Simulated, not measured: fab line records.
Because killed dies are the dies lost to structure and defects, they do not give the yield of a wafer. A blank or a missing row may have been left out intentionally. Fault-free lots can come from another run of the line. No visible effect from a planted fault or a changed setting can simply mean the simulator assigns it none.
fab line records ; flow gf180mcu ; part 1 of 2: steps 1 to 30 of 40
record lots=5; wafers=15; last-day=34
route steps=602 shown V3@439 M4@456 V4@476
lots with no fault: from the same line, run without faults
start-h: start of the lot's first displayed wafer, in hours after the record's first day ; wait-h: hours elapsed since this lot's preceding step ; " identical to the entry in the row above ; L1.1+2: one row covering several wafers at once ; - no value, or no start given ; * or withheld: withheld ; < > ~ a bound
route shown NAME@n: a module of which the file shows steps, and the number in the route of the first ; usual: average and standard deviation across the fault-free wafers ; same: alike in all rows ; chamber/n: place in a boat ; sites: readings site by site ; _std_site: how widely they spread, as a standard deviation ; _edge_site: outer sites' mean less inner sites' ; radius-mm: for every site, how far away it sits from the centre of the wafer ; mask NAME#n: copy n ; behind: tool/chamber where the wafer was last shaped ; hold: reason for holding the lot/hours on hold/outcome of the hold ; device: the transistor (n, p or np) that didn't switch ; end of line: the tests these same wafers got at the end of their route ; a step given without rows: its recipe and nothing more ; killed: dies that structure and defects cost at the first sort, which is not the same as the wafer's yield ; map: dies across one wafer; x = killed, . = not, _ = none there
set.NAME: the setting as run; set.NAME@STEP: as run at that earlier step ; model.NAME: the simulator's own value behind a step, which no gauge read
lots at selected steps of the route; one table per step, one row per wafer
services: when a tool's chamber went out of use (start-h, in hours from the record's first day, below 0 if earlier), for how many hours, and the reason
## steps
# step GF_V3_SOFTBAKE_10
# recipe temp-c=130; time-s=60; resist=KrF
lot.wafer;tool;chamber;start-h;wait-h
L074.4+5+6;litho-track-01;0;-;-
L081.4+5+6;litho-track-02;0;-;-
L084.1+4+6;litho-track-02;0;-;-
L092.3+5+6;litho-track-02;0;-;-
L096.1+4+6;litho-track-03;0;-;-
# step GF_V3_EXPOSE_11
# recipe mask-id=Via3; target-cd-nm=260; na=0.68; source-shape=conventional; sigma-outer=0.6; dose-mj=38
# same na=0.68
lot.wafer;tool;chamber;start-h;wait-h;mask
L074.4+5+6;krf-scanner-01;0;-;-;Via3#0
L081.4+5+6;krf-scanner-01;0;-;-;Via3#0
L084.1+4+6;krf-scanner-01;0;-;-;Via3#0
L092.3+5+6;krf-scanner-02;0;-;-;Via3#0
L096.1+4+6;krf-scanner-01;0;-;-;Via3#0
# step GF_V3_PEB_12
# recipe peb-temp-c=135; peb-time-s=90; resist=KrF
lot.wafer;tool;chamber;start-h;wait-h
L074.4+5+6;litho-track-02;0;-;-
L081.4+5+6;litho-track-02;0;-;-
L084.1+4+6;litho-track-01;0;-;-
L092.3+5+6;litho-track-03;0;-;-
L096.1+4+6;litho-track-01;0;-;-
# step GF_V3_DEVELOP_13
# recipe develop-time-s=60; resist=KrF; dev-temp-c=21
lot.wafer;tool;chamber;start-h;wait-h
L074.4+5+6;litho-track-02;0;532.89;0.1
L081.4+5+6;litho-track-02;0;590.84;0.1
L084.1+4+6;litho-track-01;0;613.82;0.2
L092.3+5+6;litho-track-03;0;670.88;0.1
L096.1+4+6;litho-track-01;0;696.67;0.2
# step GF_V3_CD_MEAS_14
# recipe target-cd-nm=260
# usual cd-nm=259.5/1.2
lot.wafer;tool;chamber;start-h;wait-h;cd-nm
L074.4;cd-sem-02;-;533.03;0.1;260.8
L074.5;cd-sem-02;-;533.03;0.1;260.6
L074.6;cd-sem-02;-;533.03;0.1;260.1
L081.4;cd-sem-01;-;590.98;0.1;259.3
L081.5;cd-sem-01;-;590.98;0.1;259.4
L081.6;cd-sem-01;-;590.98;0.1;259.4
L084.1;cd-sem-01;-;614.09;0.2;258.7
L084.4;cd-sem-01;-;614.09;0.2;260.4
L084.6;cd-sem-01;-;614.09;0.2;259.3
L092.3;cd-sem-02;-;671.02;0.1;259.6
L092.5;cd-sem-02;-;671.02;0.1;259.5
L092.6;cd-sem-02;-;671.02;0.1;260.1
L096.1;cd-sem-02;-;696.82;0.1;260.4
L096.4;cd-sem-02;-;696.82;0.1;261.4
L096.6;cd-sem-02;-;696.82;0.1;260.5
# step GF_V3_OVL_MEAS_15
# usual V3_OVL=-2/5.7
lot.wafer;tool;chamber;start-h;wait-h;V3_OVL[nm]
L074.4;overlay-01;-;533.11;0.1;0
L074.5;overlay-01;-;533.11;0.1;0
L074.6;overlay-01;-;533.11;0.1;3
L081.4;overlay-01;-;591.05;0.1;-1
L081.5;overlay-01;-;591.05;0.1;-2
L081.6;overlay-01;-;591.05;0.1;-1
L084.1;overlay-02;-;614.21;0.1;-2
L084.4;overlay-02;-;614.21;0.1;-9
L084.6;overlay-02;-;614.21;0.1;0
L092.3;overlay-01;-;671.11;0.1;1
L092.5;overlay-01;-;671.11;0.1;5
L092.6;overlay-01;-;671.11;0.1;-7
L096.1;overlay-02;-;696.94;0.1;6
L096.4;overlay-02;-;696.94;0.1;-5
L096.6;overlay-02;-;696.94;0.1;-2
# step GF_V3_ETCH_16
# recipe chemistry=N2/H2; target-depth-a=withheld; overetch-a=withheld; time-s=withheld; target=BARC; ion-energy-ev=200; source-w=500; bias-w=100; pressure-mtorr=30; n2-flow-sccm=100; h2-flow-sccm=200
# usual drypump-motor-current-A=6.0/0.39; h2-flow-sccm=200.0/0.59; oes-product-au=0.855/0.005; throttle-valve-pct=13.226/0.0089
lot.wafer;tool;chamber;start-h;wait-h;drypump-motor-current-A;h2-flow-sccm;oes-product-au;throttle-valve-pct
L074.4;rie-diel-01;1;533.12;0.0;6.4;199.8;0.861;13.227
L074.5;rie-diel-01;3;533.12;0.0;6.1;199.5;0.856;13.234
L074.6;rie-diel-01;2;533.12;0.0;6.1;200.3;0.858;13.235
L081.4;rie-diel-01;1;591.09;0.0;6.4;199.6;0.855;13.216
L081.5;rie-diel-01;3;591.09;0.0;6.1;199.6;0.856;13.240
L081.6;rie-diel-01;0;591.09;0.0;6.3;200.0;0.848;13.222
L084.1;rie-diel-03;1;614.24;0.0;5.7;199.9;0.857;13.224
L084.4;rie-diel-03;0;614.24;0.0;6.0;200.5;0.863;13.220
L084.6;rie-diel-03;1;614.24;0.0;5.8;200.1;0.852;13.230
L092.3;rie-diel-01;1;671.14;0.0;6.3;199.8;0.851;13.236
L092.5;rie-diel-01;1;671.14;0.0;6.4;199.8;0.857;13.237
L092.6;rie-diel-01;0;671.14;0.0;6.3;200.1;0.860;13.212
L096.1;rie-diel-03;0;696.98;0.0;6.0;199.5;0.854;13.229
L096.4;rie-diel-03;2;696.98;0.0;6.0;200.3;0.856;13.230
L096.6;rie-diel-03;0;696.98;0.0;6.0;200.3;0.853;13.218
# step GF_V3_ETCH_17
# recipe chemistry=C4F8/O2/Ar; mask-material=KrF; target=SiO2; stop-on=TiN; source-w=1500; bias-w=1200; pressure-mtorr=40; c4f8-flow-sccm=withheld; O2_flow_sccm=6; Ar_flow_sccm=300; time-s=withheld; target-depth-a=6350
# usual oes-product-au=0.856/0.0045
lot.wafer;tool;chamber;start-h;wait-h;oes-product-au
L074.4;rie-diel-01;1;-;-;0.856
L074.5;rie-diel-01;3;-;-;0.859
L074.6;rie-diel-01;2;-;-;0.854
L081.4;rie-diel-01;1;-;-;0.862
L081.5;rie-diel-01;3;-;-;0.851
L081.6;rie-diel-01;0;-;-;0.859
L084.1;rie-diel-03;1;-;-;0.855
L084.4;rie-diel-03;0;-;-;0.852
L084.6;rie-diel-03;1;-;-;0.853
L092.3;rie-diel-01;1;-;-;0.853
L092.5;rie-diel-01;1;-;-;0.857
L092.6;rie-diel-01;0;-;-;0.857
L096.1;rie-diel-03;0;-;-;0.856
L096.4;rie-diel-03;2;-;-;0.857
L096.6;rie-diel-03;0;-;-;0.856
# step GF_V3_STRIP_18
# recipe chemistry=O2/N2; power-w=1400; pressure-mtorr=1500; platen-temp-c=250; o2-flow-sccm=3000; n2-flow-sccm=300; overash-fraction=0.5
# usual drypump-motor-current-A=5.62/0.27; heater-power-w=324/29; oes-product-au=0.592/0.0047
lot.wafer;tool;chamber;start-h;wait-h;drypump-motor-current-A;heater-power-w;oes-product-au;rf-hours-counter-h
L074.4;plasma-asher-04;1;533.29;-;5.48;320;0.596;-
L074.5;plasma-asher-04;0;533.29;-;5.65;297;0.587;-
L074.6;plasma-asher-04;1;533.29;-;5.50;339;0.603;-
L081.4;plasma-asher-02;1;591.23;-;6.19;365;0.596;-
L081.5;plasma-asher-02;0;591.23;-;5.25;337;0.588;-
L081.6;plasma-asher-02;1;591.23;-;6.18;383;0.592;-
L084.1;plasma-asher-02;1;614.37;-;6.18;377;0.589;19
L084.4;plasma-asher-02;0;614.37;-;5.26;341;0.597;-
L084.6;plasma-asher-02;1;614.37;-;6.21;374;0.584;-
L092.3;plasma-asher-02;0;671.30;-;5.26;335;0.598;-
L092.5;plasma-asher-02;1;671.30;-;6.22;364;0.591;-
L092.6;plasma-asher-02;0;671.30;-;5.26;331;0.591;-
L096.1;plasma-asher-04;1;697.11;-;5.53;330;0.595;58
L096.4;plasma-asher-04;1;697.11;-;5.53;338;0.590;-
L096.6;plasma-asher-04;1;697.11;-;5.54;330;0.591;-
# step GF_V3_STRIP_19
# recipe chemistry=post-etch-residue-remover; time-s=1200; temp-c=72.5
lot.wafer;tool;chamber;start-h;wait-h
L074.4+5+6;wet-bench-03;3;533.35;0.0
L081.4+5+6;wet-bench-04;3;591.30;0.0
L084.1+4+6;wet-bench-04;2;614.47;0.1
L092.3+5+6;wet-bench-01;3;671.36;0.0
L096.1+4+6;wet-bench-01;2;697.21;0.1
# step GF_V3_CLEAN_20
# recipe chemistry=DIW; dry=n2-spin
lot.wafer;tool;chamber;start-h;wait-h
L074.4+5+6;wet-bench-01;3;533.69;0.0
L081.4+5+6;wet-bench-03;1;591.64;0.0
L084.1+4+6;wet-bench-03;3;614.81;0.0
L092.3+5+6;wet-bench-01;1;671.74;0.0
L096.1+4+6;wet-bench-03;3;697.55;0.0
# step GF_V3_SPUTTER_21
# recipe material=Ti; target-thk-nm=15; chamber-pressure-pa=5; power-w=2500; substrate-temp-c=200; time-s=80.02
# usual throttle-valve-pct=30.0/0.93
lot.wafer;tool;chamber;start-h;wait-h;throttle-valve-pct
L074.4;pvd-sputter-01;-;533.79;0.0;30.6
L074.5;pvd-sputter-01;-;533.79;0.0;29.8
L074.6;pvd-sputter-01;-;533.79;0.0;29.8
L081.4;pvd-sputter-01;-;591.73;0.0;30.4
L081.5;pvd-sputter-01;-;591.73;0.0;29.7
L081.6;pvd-sputter-01;-;591.73;0.0;30.6
L084.1;pvd-sputter-02;-;614.90;0.0;29.2
L084.4;pvd-sputter-02;-;614.90;0.0;31.7
L084.6;pvd-sputter-02;-;614.90;0.0;28.5
L092.3;pvd-sputter-01;-;671.84;0.0;29.9
L092.5;pvd-sputter-01;-;671.84;0.0;30.1
L092.6;pvd-sputter-01;-;671.84;0.0;30.3
L096.1;pvd-sputter-01;-;697.64;0.0;29.7
L096.4;pvd-sputter-01;-;697.64;0.0;30.0
L096.6;pvd-sputter-01;-;697.64;0.0;30.6
# step GF_V3_SPUTTER_22
# recipe material=TiN; target-thk-nm=10; chamber-pressure-pa=5; power-w=4000; time-s=40
# usual throttle-valve-pct=30.0/0.91
lot.wafer;tool;chamber;start-h;wait-h;throttle-valve-pct
L074.4;pvd-sputter-01;-;533.85;0.0;30.5
L074.5;pvd-sputter-01;-;533.85;0.0;29.7
L074.6;pvd-sputter-01;-;533.85;0.0;30.0
L081.4;pvd-sputter-01;-;591.80;0.0;30.4
L081.5;pvd-sputter-01;-;591.80;0.0;29.2
L081.6;pvd-sputter-01;-;591.80;0.0;30.3
L084.1;pvd-sputter-02;-;614.97;0.0;29.1
L084.4;pvd-sputter-02;-;614.97;0.0;32.0
L084.6;pvd-sputter-02;-;614.97;0.0;28.6
L092.3;pvd-sputter-01;-;671.90;0.0;29.6
L092.5;pvd-sputter-01;-;671.90;0.0;29.9
L092.6;pvd-sputter-01;-;671.90;0.0;29.8
L096.1;pvd-sputter-01;-;697.70;0.0;29.6
L096.4;pvd-sputter-01;-;697.70;0.0;30.2
L096.6;pvd-sputter-01;-;697.70;0.0;30.5
# step GF_V3_CVD_23
# recipe material=W; target-thk-nm=350; time-s=104.9; temp-c=400; pressure-torr=40
# usual heater-power-w=892/130
lot.wafer;tool;chamber;start-h;wait-h;heater-power-w
L074.4;cvd-w-02;0;533.92;0.1;1083
L074.5;cvd-w-02;1;533.92;0.1;1021
L074.6;cvd-w-02;0;533.92;0.1;1063
L081.4;cvd-w-02;0;591.87;0.1;1086
L081.5;cvd-w-02;1;591.87;0.1;981
L081.6;cvd-w-02;0;591.87;0.1;1098
L084.1;cvd-w-02;1;615.00;0.0;1004
L084.4;cvd-w-02;0;615.00;0.0;1105
L084.6;cvd-w-02;0;615.00;0.0;1089
L092.3;cvd-w-02;0;671.97;0.1;1085
L092.5;cvd-w-02;1;671.97;0.1;1034
L092.6;cvd-w-02;0;671.97;0.1;1082
L096.1;cvd-w-01;1;697.74;0.0;848
L096.4;cvd-w-01;1;697.74;0.0;838
L096.6;cvd-w-01;1;697.74;0.0;827
# step GF_V3_RS_MEAS_24
# recipe thk-meas-gauge=four-point-probe; reads=W_of_V3_CVD_23+TiN_of_V3_SPUTTER_22+Ti_of_V3_SPUTTER_21
# usual V3_W_RS=0.331/0.0033
lot.wafer;tool;chamber;start-h;wait-h;V3_W_RS[ohm/sq]
L074.4;film-metro-01;-;534.06;0.1;0.329
L074.5;film-metro-01;-;534.06;0.1;0.329
L074.6;film-metro-01;-;534.06;0.1;0.330
L081.4;film-metro-01;-;592.01;0.1;0.338
L081.5;film-metro-01;-;592.01;0.1;0.331
L081.6;film-metro-01;-;592.01;0.1;0.332
L084.1;film-metro-03;-;615.12;0.1;0.333
L084.4;film-metro-03;-;615.12;0.1;0.329
L084.6;film-metro-03;-;615.12;0.1;0.330
L092.3;film-metro-01;-;672.09;0.1;0.326
L092.5;film-metro-01;-;672.09;0.1;0.321
L092.6;film-metro-01;-;672.09;0.1;0.324
L096.1;film-metro-03;-;697.85;0.1;0.326
L096.4;film-metro-03;-;697.85;0.1;0.333
L096.6;film-metro-03;-;697.85;0.1;0.328
# step GF_V3_THK_MEAS_25
# recipe thk-meas-gauge=xrf; reads=W_of_V3_CVD_23
# usual V3_W_THK=367/4.2
lot.wafer;tool;chamber;start-h;wait-h;V3_W_THK[nm]
L074.4;film-metro-01;-;534.15;0.1;370
L074.5;film-metro-01;-;534.15;0.1;369
L074.6;film-metro-01;-;534.15;0.1;369
L081.4;film-metro-01;-;592.10;0.1;359
L081.5;film-metro-01;-;592.10;0.1;365
L081.6;film-metro-01;-;592.10;0.1;362
L084.1;film-metro-03;-;615.24;0.1;366
L084.4;film-metro-03;-;615.24;0.1;373
L084.6;film-metro-03;-;615.24;0.1;369
L092.3;film-metro-01;-;672.19;0.1;375
L092.5;film-metro-01;-;672.19;0.1;376
L092.6;film-metro-01;-;672.19;0.1;373
L096.1;film-metro-03;-;697.97;0.1;373
L096.4;film-metro-03;-;697.97;0.1;363
L096.6;film-metro-03;-;697.97;0.1;367
# step GF_V3_CMP_26
# recipe stop-on=SiO2; down-force-psi=3.5; platen-rpm=60; t-overpolish-s=15; target-thk-nm=0; pad-velocity-m-s=0.94248
# usual edge-zone-pressure-frac=0.999/0.0048; motor-current-A=11.3/0.8; overpolish-run-s=15.000/0.0088; time-to-endpoint-s=83/3.1
# same t-overpolish-s=15
lot.wafer;tool;chamber;start-h;wait-h;edge-zone-pressure-frac;motor-current-A;overpolish-run-s;time-to-endpoint-s
L074.4;cmp-01;1;534.28;0.1;1.006;10.7;15.005;90
L074.5;cmp-01;3;534.28;0.1;1.006;12.6;15.007;87
L074.6;cmp-01;0;534.28;0.1;1.004;11.7;14.986;88
L081.4;cmp-02;2;592.23;0.1;0.995;11.8;14.996;80
L081.5;cmp-02;0;592.23;0.1;1.010;10.2;15.009;87
L081.6;cmp-02;1;592.23;0.1;0.991;10.0;15.001;86
L084.4;cmp-02;3;615.30;0.0;0.996;11.8;15.011;87
L084.1;cmp-02;1;615.30;0.0;1.003;9.8;14.997;88
L084.6;cmp-02;3;615.30;0.0;0.994;11.4;14.997;87
L092.3;cmp-02;2;672.28;0.1;0.998;11.8;15.007;83
L092.5;cmp-02;1;672.28;0.1;0.998;9.7;14.992;86
L092.6;cmp-02;2;672.28;0.1;1.005;11.1;14.998;83
L096.1;cmp-02;0;698.03;0.1;0.998;10.7;15.004;87
L096.4;cmp-02;1;698.03;0.1;1.001;10.0;14.976;84
L096.6;cmp-02;0;698.03;0.1;1.003;10.1;15.002;82
# step GF_M4_SPUTTER_00
# recipe material=Ti; target-thk-nm=37.5; arriving-ion-energy-ev=80; substrate-temp-c=200; chamber-pressure-pa=2; power-w=4000; time-s=150
# usual throttle-valve-pct=29.7/1.1
lot.wafer;tool;chamber;start-h;wait-h;throttle-valve-pct
L074.4;pvd-sputter-03;-;534.48;0.1;29.7
L074.5;pvd-sputter-03;-;534.48;0.1;30.5
L074.6;pvd-sputter-03;-;534.48;0.1;27.5
L081.4;pvd-sputter-02;-;592.43;0.1;31.9
L081.5;pvd-sputter-02;-;592.43;0.1;30.7
L081.6;pvd-sputter-02;-;592.43;0.1;29.0
L084.1;pvd-sputter-03;-;615.60;0.1;30.3
L084.4;pvd-sputter-03;-;615.60;0.1;29.7
L084.6;pvd-sputter-03;-;615.60;0.1;30.3
L092.3;pvd-sputter-03;-;672.53;0.2;30.3
L092.5;pvd-sputter-03;-;672.53;0.2;27.8
L092.6;pvd-sputter-03;-;672.53;0.2;29.7
L096.1;pvd-sputter-03;-;698.33;0.2;30.4
L096.4;pvd-sputter-03;-;698.33;0.2;29.9
L096.6;pvd-sputter-03;-;698.33;0.2;30.1
# step GF_M4_SPUTTER_01
# recipe material=TiN; target-thk-nm=30; power-w=6500; time-s=25; chamber-pressure-pa=0.4
# usual throttle-valve-pct=29.7/1.1
lot.wafer;tool;chamber;start-h;wait-h;throttle-valve-pct
L074.4;pvd-sputter-03;-;534.58;0.1;29.4
L074.5;pvd-sputter-03;-;534.58;0.1;30.3
L074.6;pvd-sputter-03;-;534.58;0.1;27.6
L081.4;pvd-sputter-02;-;592.53;0.1;31.9
L081.5;pvd-sputter-02;-;592.53;0.1;30.7
L081.6;pvd-sputter-02;-;592.53;0.1;29.1
L084.1;pvd-sputter-03;-;615.70;0.1;30.5
L084.4;pvd-sputter-03;-;615.70;0.1;29.6
L084.6;pvd-sputter-03;-;615.70;0.1;30.3
L092.3;pvd-sputter-03;-;672.63;0.1;30.4
L092.5;pvd-sputter-03;-;672.63;0.1;27.8
L092.6;pvd-sputter-03;-;672.63;0.1;29.5
L096.1;pvd-sputter-03;-;698.43;0.1;30.2
L096.4;pvd-sputter-03;-;698.43;0.1;29.9
L096.6;pvd-sputter-03;-;698.43;0.1;30.3
# step GF_M4_SPUTTER_02
# recipe material=AlCu; target-thk-nm=450; power-w=10600; time-s=23.9; chamber-pressure-pa=0.4
# usual throttle-valve-pct=29.8/1.1
lot.wafer;tool;chamber;start-h;wait-h;throttle-valve-pct
L074.4;pvd-sputter-03;-;534.61;0.0;29.6
L074.5;pvd-sputter-03;-;534.61;0.0;30.3
L074.6;pvd-sputter-03;-;534.61;0.0;27.7
L081.4;pvd-sputter-02;-;592.56;0.0;31.9
L081.5;pvd-sputter-02;-;592.56;0.0;30.7
L081.6;pvd-sputter-02;-;592.56;0.0;29.1
L084.1;pvd-sputter-03;-;615.73;0.0;30.3
L084.4;pvd-sputter-03;-;615.73;0.0;29.6
L084.6;pvd-sputter-03;-;615.73;0.0;30.3
L092.3;pvd-sputter-03;-;672.66;0.0;30.3
L092.5;pvd-sputter-03;-;672.66;0.0;27.5
L092.6;pvd-sputter-03;-;672.66;0.0;29.7
L096.1;pvd-sputter-03;-;698.46;0.0;30.4
L096.4;pvd-sputter-03;-;698.46;0.0;29.6
L096.6;pvd-sputter-03;-;698.46;0.0;30.5
# step GF_M4_SPUTTER_03
# recipe material=Ti; target-thk-nm=10; substrate-temp-c=300; chamber-pressure-pa=0.3; power-w=3000; time-s=6.7
# usual throttle-valve-pct=29.7/1.1
lot.wafer;tool;chamber;start-h;wait-h;throttle-valve-pct
L074.4;pvd-sputter-03;-;534.64;0.0;29.7
L074.5;pvd-sputter-03;-;534.64;0.0;30.3
L074.6;pvd-sputter-03;-;534.64;0.0;27.7
L081.4;pvd-sputter-02;-;592.59;0.0;31.8
L081.5;pvd-sputter-02;-;592.59;0.0;30.4
L081.6;pvd-sputter-02;-;592.59;0.0;29.3
L084.1;pvd-sputter-03;-;615.76;0.0;30.2
L084.4;pvd-sputter-03;-;615.76;0.0;29.5
L084.6;pvd-sputter-03;-;615.76;0.0;30.3
L092.3;pvd-sputter-03;-;672.69;0.0;30.4
L092.5;pvd-sputter-03;-;672.69;0.0;27.7
L092.6;pvd-sputter-03;-;672.69;0.0;29.8
L096.1;pvd-sputter-03;-;698.49;0.0;30.5
L096.4;pvd-sputter-03;-;698.49;0.0;29.9
L096.6;pvd-sputter-03;-;698.49;0.0;30.5
# step GF_M4_SPUTTER_04
# recipe material=TiN; target-thk-nm=50; power-w=6500; time-s=41.7; chamber-pressure-pa=0.4
# usual throttle-valve-pct=29.7/1.1
lot.wafer;tool;chamber;start-h;wait-h;throttle-valve-pct
L074.4;pvd-sputter-03;-;534.66;0.0;29.6
L074.5;pvd-sputter-03;-;534.66;0.0;30.1
L074.6;pvd-sputter-03;-;534.66;0.0;27.9
L081.4;pvd-sputter-02;-;592.61;0.0;31.8
L081.5;pvd-sputter-02;-;592.61;0.0;30.9
L081.6;pvd-sputter-02;-;592.61;0.0;29.3
L084.1;pvd-sputter-03;-;615.78;0.0;30.5
L084.4;pvd-sputter-03;-;615.78;0.0;29.5
L084.6;pvd-sputter-03;-;615.78;0.0;30.7
L092.3;pvd-sputter-03;-;672.71;0.0;30.6
L092.5;pvd-sputter-03;-;672.71;0.0;27.5
L092.6;pvd-sputter-03;-;672.71;0.0;29.8
L096.1;pvd-sputter-03;-;698.52;0.0;30.2
L096.4;pvd-sputter-03;-;698.52;0.0;29.7
L096.6;pvd-sputter-03;-;698.52;0.0;30.1
# step GF_M4_RS_MEAS_05
# recipe thk-meas-gauge=four-point-probe; reads=TiN_of_M4_SPUTTER_04+Ti_of_M4_SPUTTER_03+AlCu_of_M4_SPUTTER_02+TiN_of_M4_SPUTTER_01+Ti_of_M4_SPUTTER_00
# usual M4_ALCU_RS=0.0694/0.00068
lot.wafer;tool;chamber;start-h;wait-h;M4_ALCU_RS[ohm/sq]
L074.4;film-metro-02;-;534.76;0.1;0.0694
L074.5;film-metro-02;-;534.76;0.1;0.0695
L074.6;film-metro-02;-;534.76;0.1;0.0698
L081.4;film-metro-02;-;592.71;0.1;0.0691
L081.5;film-metro-02;-;592.71;0.1;0.0693
L081.6;film-metro-02;-;592.71;0.1;0.0701
L084.1;film-metro-02;-;615.82;0.0;0.0684
L084.4;film-metro-02;-;615.82;0.0;0.0696
L084.6;film-metro-02;-;615.82;0.0;0.0688
L092.3;film-metro-03;-;672.79;0.1;0.0694
L092.5;film-metro-03;-;672.79;0.1;0.0695
L092.6;film-metro-03;-;672.79;0.1;0.0699
L096.1;film-metro-02;-;698.56;0.0;0.0693
L096.4;film-metro-02;-;698.56;0.0;0.0696
L096.6;film-metro-02;-;698.56;0.0;0.0691
# step GF_M4_THK_MEAS_06
# recipe thk-meas-gauge=xrf; reads=AlCu_of_M4_SPUTTER_02
# usual M4_ALCU_THK=445/4.4
lot.wafer;tool;chamber;start-h;wait-h;M4_ALCU_THK[nm]
L074.4;film-metro-02;-;534.85;0.1;446
L074.5;film-metro-02;-;534.85;0.1;447
L074.6;film-metro-02;-;534.85;0.1;444
L081.4;film-metro-02;-;592.80;0.1;450
L081.5;film-metro-02;-;592.80;0.1;449
L081.6;film-metro-02;-;592.80;0.1;442
L084.1;film-metro-02;-;615.94;0.1;452
L084.4;film-metro-02;-;615.94;0.1;446
L084.6;film-metro-02;-;615.94;0.1;450
L092.3;film-metro-03;-;672.89;0.1;448
L092.5;film-metro-03;-;672.89;0.1;443
L092.6;film-metro-03;-;672.89;0.1;443
L096.1;film-metro-02;-;698.68;0.1;446
L096.4;film-metro-02;-;698.68;0.1;445
L096.6;film-metro-02;-;698.68;0.1;448
# step GF_M4_DEHYDRATE_07
# recipe temp-c=200; time-s=60
lot.wafer;tool;chamber;start-h;wait-h
L074.4+5+6;litho-track-04;0;545.94;11.1
L081.4+5+6;litho-track-01;0;603.00;10.2
L084.1+4+6;litho-track-02;0;625.82;9.9
L092.3+5+6;litho-track-02;0;681.62;8.7
L096.1+4+6;litho-track-01;0;707.47;8.8
# step GF_M4_HMDS_08
# recipe prime-time-s=60; prime-temp-c=120
lot.wafer;tool;chamber;start-h;wait-h
L074.4+5+6;litho-track-04;0;546.09;0.1
L081.4+5+6;litho-track-01;0;603.15;0.1
L084.1+4+6;litho-track-02;0;625.97;0.1
L092.3+5+6;litho-track-02;0;681.77;0.1
L096.1+4+6;litho-track-01;0;707.62;0.1
# step GF_M4_COAT_09
# recipe resist=KrF; spin-rpm=withheld; resist-thk-nm=1000
lot.wafer;tool;chamber;start-h;wait-h
L074.4+5+6;litho-track-04;0;546.24;0.1
L081.4+5+6;litho-track-01;0;603.30;0.1
L084.1+4+6;litho-track-02;0;626.12;0.1
L092.3+5+6;litho-track-02;0;681.92;0.1
L096.1+4+6;litho-track-01;0;707.77;0.1
# step GF_M4_SOFTBAKE_10
# recipe temp-c=130; time-s=60; resist=KrF
lot.wafer;tool;chamber;start-h;wait-h
L074.4+5+6;litho-track-04;0;546.39;0.1
L081.4+5+6;litho-track-01;0;603.45;0.1
L084.1+4+6;litho-track-02;0;626.27;0.1
L092.3+5+6;litho-track-02;0;682.07;0.1
L096.1+4+6;litho-track-01;0;707.92;0.1
# step GF_M4_EXPOSE_11
# recipe mask-id=Metal4; target-cd-nm=280; na=0.68; source-shape=conventional; sigma-outer=0.6; dose-mj=28
# same na=0.68
lot.wafer;tool;chamber;start-h;wait-h;mask
L074.4+5+6;krf-scanner-02;0;-;-;Metal4#0
L081.4+5+6;krf-scanner-01;0;-;-;Metal4#0
L084.1+4+6;krf-scanner-01;0;-;-;Metal4#0
L092.3+5+6;krf-scanner-02;0;-;-;Metal4#0
L096.1+4+6;krf-scanner-02;0;-;-;Metal4#0
# step GF_M4_PEB_12
# recipe peb-temp-c=135; peb-time-s=90; resist=KrF
lot.wafer;tool;chamber;start-h;wait-h
L074.4+5+6;litho-track-04;0;-;-
L081.4+5+6;litho-track-02;0;-;-
L084.1+4+6;litho-track-02;0;-;-
L092.3+5+6;litho-track-02;0;-;-
L096.1+4+6;litho-track-02;0;-;-
